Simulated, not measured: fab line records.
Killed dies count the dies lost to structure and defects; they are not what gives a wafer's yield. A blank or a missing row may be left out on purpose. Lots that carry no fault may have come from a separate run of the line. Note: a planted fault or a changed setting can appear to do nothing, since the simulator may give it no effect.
Problem report, 8D (eight disciplines) form, completed by code    flow sky130    the parts of the form that need people (team, actions taken, sign-off) are left out

## 1. THE ISSUE
tilt-deg at SKY_LDD_N_IMPLANT_12 reads a mean of -0.021 degrees on 6 wafers of 2 lots; wafers without a fault read 29.998 degrees with a standard deviation of 0.021. So: -99 or more standard deviations from the usual mean.
The first sign was on wafer L116.3 at day 24 01:14, on implanter-01. At this step, 39 wafers from 13 lots have a number in the record. By rule, "out" or "out of limits" means more than 4 standard deviations away from the usual mean. The other wafers with a number count as sound.

## 2. WHAT IT IS; WHAT IT IS NOT
question                     is                      is not
which readings at this step  tilt-deg                -
which lots                   L116, L118              L100, L101, L102, L105, L106, L107, L108, L110, L119, L122, L123
which wafers of those lots   all that have a number  -
read on which tools          implanter-01            implanter-03, implanter-04
when                         from day 24 01:14       up to then (24 sound wafers); but 9 sound wafers of L119, L122, L123 came after

## 3. THE SUSPECTS, EACH WITH WHAT RULES IT OUT
Counting: a tool at a process step up to the reading stays a suspect if it ran every lot that is out and no sound lot after the first of them.
- implanter-01 at SKY_LDD_N_IMPLANT_12: kept. All lots that are out passed through it, beginning with L116 at day 24 01:14, and no sound lot followed; its final sound lot before that point was L110 at day 21 17:02. Its own readings are out on those wafers: tilt-deg.
The count leaves implanter-01 at SKY_LDD_N_IMPLANT_12.

## 4. THE CAUSE (what the simulator had put in)
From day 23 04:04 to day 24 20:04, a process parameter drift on implanter-01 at SKY_LDD_N_IMPLANT_12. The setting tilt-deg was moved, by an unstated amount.
Counting left only this tool.

## 5. THE CHAIN OF EFFECTS, in route order
One row per reading whose mean, taken over the struck wafers that have a number, lies over 3 standard deviations from the usual. Readings are gone through only where the record gives a usual standard deviation; hours: the median, over the lots, of the time from a lot's start at the first step in this table giving one to that lot's start at this step; sigmas: the change measured in usual standard deviations.
hours  step                  reading   usual           on struck wafers  change   sigmas
0      SKY_LDD_N_IMPLANT_12  tilt-deg  29.998 degrees  -0.021            -30.018  -99 or more
Here are the process steps it includes:
- SKY_LDD_N_IMPLANT_12
Later measuring or inspecting steps at which every struck wafer that the step has a row for has a number for every such reading, and none has moved that far: SKY_LDD_P_TW_MEAS_11.

## 6. WHAT WOULD HAVE CAUGHT IT SOONER
In this record the first reading out of limits was taken at day 24 01:14, 21 hours after the fault began at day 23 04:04.
